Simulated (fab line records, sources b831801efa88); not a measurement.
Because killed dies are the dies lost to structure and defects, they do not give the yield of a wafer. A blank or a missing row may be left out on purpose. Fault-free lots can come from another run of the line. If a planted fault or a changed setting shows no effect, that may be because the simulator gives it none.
fab line records	flow sfq-line
record lots=13	wafers=39	last-day=92
route steps=325 shown JJ@196 A5B@210 I7@296
lots that met no fault: from a run of the same line without faults
start-h: hours from the record's first day to the start of the lot's first wafer shown	wait-h: hours elapsed since this lot's preceding step	" as in the row above	L1.1+2: a single row standing in for several wafers	- no value present, or no start provided	* or withheld: withheld	< > ~ a bound
route shown NAME@n: NAME is a module with steps in the file, n the number in the route of the first one	usual: average and standard deviation across the fault-free wafers	same: alike in all rows	chamber/n: place in a boat	sites: per-site readings	_std_site: the standard deviation of these	_edge_site: inner sites' mean taken away from outer sites' mean	radius-mm: how far each site lies from the wafer's centre	mask NAME#n: copy n	behind: tool/chamber where the wafer was last shaped	hold: cause of the lot's hold/its duration in hours/its outcome	device: the n, p or np transistor that did not switch	end of line: the route-end tests of the same wafers	a step with no rows: only its recipe	killed: at the first sort, the dies lost to defects and structure; wafer yield is something else	map: shows each die of a wafer: x if killed, . if not, _ if none is there
set.NAME: the run value of the setting; set.NAME@STEP: its run value at that earlier step	model.NAME: the simulator's own value behind a step, which no gauge read
a sample of lots followed through the steps of the route, with each step as a table and each wafer as a row
services: from which hour (start-h, from the record's first day; less than 0 if before it) a tool's chamber was out of use, for how many hours, and why
## steps
# step SFQ_TRILAYER_JJ_CE_STRIP_STRIP_120
# recipe gas=O2	power-w=200	platen-temp-c=40	overash-fraction=0.65	chemistry=O2	pressure-mtorr=50
# usual drypump-motor-current-A=5.7/0.43	oes-product-au=1.001/0.0087
lot.wafer	tool	chamber	start-h	wait-h	drypump-motor-current-A	oes-product-au	rf-hours-counter-h
L357.1	rie-metal-04	1	1300.23	0.0	6.0	1.015	35
L357.4	"	0	"	"	5.8	1.013	-
L357.5	"	1	"	"	6.0	1.013	-
L358.1	rie-metal-02	0	1401.40	0.0	5.0	0.991	3
L358.5	"	0	"	"	5.0	0.987	-
L358.6	"	1	"	"	5.4	0.993	-
L359.1	rie-metal-02	1	1407.47	0.0	5.4	0.999	127
L359.2	"	0	"	"	5.1	0.990	4
L359.4	"	0	"	"	5.1	0.989	-
L360.3	rie-metal-03	1	1419.60	0.2	6.4	1.007	-
L360.4	"	0	"	"	6.0	0.990	-
L360.6	"	1	"	"	6.4	1.011	-
L361.1	rie-metal-02	0	1421.80	0.0	5.1	0.995	6
L361.2	"	1	"	"	5.4	1.000	129
L361.4	"	1	"	"	5.4	1.001	-
L362.1	rie-metal-02	1	1515.53	0.0	5.4	0.997	141
L362.2	"	0	"	"	5.1	0.998	18
L362.5	"	1	"	"	5.4	0.993	-
L363.1	rie-metal-04	0	1525.33	0.0	5.8	1.005	66
L363.3	"	0	"	"	5.8	1.014	-
L363.6	"	1	"	"	6.0	1.007	-
L365.2	rie-metal-02	0	1555.78	0.0	5.1	1.001	25
L365.5	"	0	"	"	5.1	0.986	-
L365.6	"	1	"	"	5.4	0.983	-
L367.3	rie-metal-04	0	1571.21	0.2	5.8	1.004	-
L367.4	"	1	"	"	6.0	1.001	-
L367.6	"	0	"	"	5.8	1.003	-
L368.2	rie-metal-03	0	1575.81	0.0	5.9	0.995	106
L368.5	"	1	"	"	6.4	1.010	-
L368.6	"	0	"	"	6.0	0.993	-
L369.1	rie-metal-03	1	1577.06	0.0	6.4	1.007	50
L369.2	"	0	"	"	6.0	1.002	106
L369.5	"	0	"	"	6.0	0.993	-
L370.1	rie-metal-04	1	1588.33	0.0	6.0	1.012	71
L370.3	"	0	"	"	5.8	1.006	-
L370.4	"	1	"	"	6.0	1.005	-
L379.1	rie-metal-04	1	1690.13	0.0	6.0	1.008	84
L379.5	"	1	"	"	6.0	1.005	-
L379.6	"	0	"	"	5.8	1.008	-
# step SFQ_TRILAYER_A5B_CMP_CMP_130
# recipe stop-on=Nb	down-force-psi=3	platen-rpm=60	target-thk-nm=340.7
# usual head-pressure-psi=3.000/0.007	motor-current-A=9.8/0.93
lot.wafer	tool	chamber	start-h	wait-h	head-pressure-psi	motor-current-A
L357.4	cmp-02	3	1411.33	1.1	2.990	9.2
L357.1	"	0	"	"	2.992	10.0
L357.5	"	3	1413.33	3.1	3.003	10.3
L358.1	cmp-01	2	1412.54	1.1	2.997	10.1
L358.5	"	1	1414.04	2.6	3.012	10.0
L358.6	"	2	"	"	2.996	10.2
L359.2	cmp-01	0	1416.73	0.5	2.986	8.3
L359.1	"	1	"	"	2.995	9.8
L359.4	"	2	"	"	2.992	9.9
L360.3	cmp-01	1	1443.14	0.3	3.009	10.5
L360.4	"	3	1444.14	1.3	2.991	11.2
L360.6	"	2	1445.64	2.8	2.999	10.1
L361.2	cmp-01	2	1446.24	2.2	2.996	9.7
L361.4	"	3	"	"	2.992	11.2
L361.1	"	0	"	"	2.973	8.9
L362.2	cmp-01	3	1522.70	0.5	2.998	10.5
L362.1	"	0	"	"	2.990	8.5
L362.5	"	2	1524.20	2.0	2.991	9.6
L363.1	cmp-02	2	1533.04	3.5	3.002	10.6
L363.3	"	0	1534.04	4.5	2.999	10.1
L363.6	"	2	1535.04	5.4	2.997	10.2
L365.2	cmp-01	3	1565.41	2.4	3.002	10.8
L365.5	"	2	1566.91	3.9	3.007	9.5
L365.6	"	3	"	"	3.009	10.6
L367.4	cmp-02	3	1575.21	0.0	3.008	9.9
L367.3	"	2	1576.71	1.5	3.000	10.7
L367.6	"	3	"	"	3.004	9.0
L368.2	cmp-02	3	1660.55	0.0	2.998	9.2
L368.5	"	3	1662.55	2.0	2.998	10.3
L368.6	"	0	"	"	3.008	10.0
L369.2	cmp-02	3	1664.65	0.5	3.002	9.4
L369.1	"	1	1665.65	1.5	3.025	8.2
L369.5	"	2	"	"	3.000	11.0
L370.3	cmp-02	0	1688.15	3.6	2.993	10.1
L370.4	"	1	"	"	3.127	8.6
L370.1	"	3	1689.65	5.1	2.998	10.0
L379.1	cmp-01	3	1789.20	1.0	3.010	10.8
L379.5	"	1	1790.20	2.0	3.004	10.0
L379.6	"	2	"	"	3.002	9.9
# step SFQ_TRILAYER_I7_DEP_PECVD_183
# recipe material=SiO2	temp-c=150	time-s=111.11	pressure-torr=2.4	rf-w=183.3	precursor=SiH4/N2O	target-thk-nm=500
# usual heater-power-outer-w=29/6.3	heater-power-w=79/8.3	throttle-valve-pct=24.1/1.5
lot.wafer	tool	chamber	start-h	wait-h	heater-power-outer-w	heater-power-w	since-wet-clean-h	throttle-valve-pct
L357.1	pecvd-04	1	1699.87	0.0	29	80	1122	26.5
L357.4	"	0	"	"	31	74	-	23.8
L357.5	"	1	"	"	31	81	-	26.7
L358.1	pecvd-04	0	1728.67	0.0	29	71	1151	23.8
L358.5	"	2	"	"	30	79	-	24.6
L358.6	"	0	"	"	32	75	-	23.6
L359.1	pecvd-03	2	1729.87	0.0	26	86	30	24.1
L359.2	"	1	"	"	39	86	30	22.4
L359.4	"	1	"	"	42	91	-	22.8
L360.3	pecvd-01	2	1731.07	0.0	34	80	400	23.3
L360.4	"	2	"	"	36	85	-	23.3
L360.6	"	0	"	"	28	84	-	24.5
L361.1	pecvd-04	2	1732.27	0.0	31	78	1155	24.4
L361.2	"	0	"	"	31	75	1155	23.8
L361.4	"	1	"	"	31	80	-	26.8
L362.1	pecvd-04	2	1800.14	0.0	32	81	1222	24.6
L362.2	"	0	"	"	33	75	1222	23.6
L362.5	"	0	"	"	34	78	-	23.3
L363.1	pecvd-01	1	1802.55	0.0	27	74	472	24.2
L363.3	"	2	"	"	29	74	472	23.3
L363.6	"	1	"	"	16	59	-	24.7
L365.2	pecvd-04	1	1803.74	0.0	25	75	1226	26.7
L365.5	"	0	"	"	29	72	-	23.5
L365.6	"	2	"	"	28	79	-	24.7
L367.3	pecvd-01	1	1934.63	0.0	25	71	604	24.6
L367.4	"	2	"	"	35	85	-	23.5
L367.6	"	1	"	"	26	72	-	25.0
L368.2	pecvd-04	0	1947.05	0.0	33	79	1369	23.6
L368.5	"	0	"	"	26	70	-	23.8
L368.6	"	1	"	"	31	82	-	26.8
L369.1	pecvd-03	1	1951.76	0.0	44	92	252	22.8
L369.2	"	0	"	"	26	78	252	21.8
L369.5	"	0	"	"	29	80	-	21.9
L370.1	pecvd-04	2	1954.16	0.0	20	66	1376	24.7
L370.3	"	1	"	"	30	80	1376	26.7
L370.4	"	1	"	"	32	82	-	27.0
L379.1	pecvd-01	0	2142.32	0.0	29	84	812	26.1
L379.5	"	1	"	"	26	74	-	25.6
L379.6	"	2	"	"	33	86	-	24.0
# step SFQ_TRILAYER_I7_METRO_MEASURE_185
# usual thk-nm=199.9/1.2
lot.wafer	tool	chamber	start-h	wait-h	thk-nm
L357.1	film-metro-02	-	1709.27	0.1	199.2
L357.4	"	-	"	"	199.7
L357.5	"	-	"	"	200.4
L358.1	film-metro-04	-	1731.87	0.1	199.7
L358.5	"	-	"	"	199.5
L358.6	"	-	"	"	198.7
L359.1	film-metro-02	-	1733.07	0.1	200.1
L359.2	"	-	"	"	201.3
L359.4	"	-	"	"	199.1
L360.3	film-metro-03	-	1735.27	0.5	200.2
L360.4	"	-	"	"	199.2
L360.6	"	-	"	"	198.6
L361.1	film-metro-04	-	1736.07	0.1	200.2
L361.2	"	-	"	"	200.5
L361.4	"	-	"	"	200.0
L362.1	film-metro-04	-	1803.83	0.1	200.2
L362.2	"	-	"	"	200.1
L362.5	"	-	"	"	198.7
L363.1	film-metro-03	-	1811.17	0.1	198.7
L363.3	"	-	"	"	200.3
L363.6	"	-	"	"	199.6
L365.2	film-metro-02	-	1814.37	0.3	200.6
L365.5	"	-	"	"	199.8
L365.6	"	-	"	"	198.8
L367.3	film-metro-02	-	1938.22	0.5	197.0
L367.4	"	-	"	"	199.9
L367.6	"	-	"	"	199.0
L368.2	film-metro-03	-	1950.48	0.3	199.6
L368.5	"	-	"	"	199.2
L368.6	"	-	"	"	198.8
L369.1	film-metro-04	-	1955.00	0.1	200.3
L369.2	"	-	"	"	200.9
L369.5	"	-	"	"	199.5
L370.1	film-metro-03	-	1958.00	0.1	200.9
L370.3	"	-	"	"	198.9
L370.4	"	-	"	"	198.6
L379.1	film-metro-04	-	2145.52	0.1	198.7
L379.5	"	-	"	"	197.7
L379.6	"	-	"	"	199.4
## services
tool	chamber	start-h	hours	kind
pecvd-04	-	1291.00	0.9	repair
cmp-01	-	1310.49	4.4	pm
pecvd-04	-	1368.85	1.2	repair
cmp-01	-	1451.01	1.4	repair
pecvd-04	1	1460.59	2.8	repair
pecvd-04	-	1483.32	0.9	repair
cmp-01	-	1529.01	5.9	repair
pecvd-04	-	1552.32	0.8	pm
pecvd-04	2	1558.68	2.7	repair
cmp-01	-	1583.69	5.3	repair
cmp-01	-	1586.61	2.9	repair
cmp-01	-	1598.83	4.0	pm
cmp-01	-	1668.87	4.6	pm
cmp-01	-	1682.33	2.2	repair
cmp-01	-	1687.91	1.4	repair
cmp-01	-	1712.89	0.8	repair
pecvd-04	-	1732.46	3.1	repair
pecvd-04	-	1751.13	2.8	pm
pecvd-04	0	1786.25	8.3	repair
pecvd-04	1	1822.77	27.6	repair
cmp-01	-	1848.57	0.6	repair
pecvd-04	-	1888.13	1.1	repair
cmp-01	-	1900.54	12.3	pm
cmp-01	-	1916.30	3.6	repair
## key
first-sign step=SFQ_TRILAYER_A5B_CMP_CMP_130	reading=head-pressure-psi	direction=up	sigmas=18	usual=3.000	struck=3.127
effect none on later readings
met-at SFQ_TRILAYER_A5B_CMP_CMP_130
struck-lots L370
struck-wafers L370.4
not-acting-at SFQ_TRILAYER_JJ_CE_STRIP_STRIP_120,SFQ_TRILAYER_I7_DEP_PECVD_183,SFQ_TRILAYER_I7_METRO_MEASURE_185
onset-between 1664.65 1688.15
fault kind=process-parameter-drift	tool=cmp-02	chamber=1	onset-h=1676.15	steps=SFQ_TRILAYER_A5B_CMP_CMP_130	channel=down-force-psi	offset=0.12085	shape=step	end-h=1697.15	acts-in=these-recipes-only	stated=3
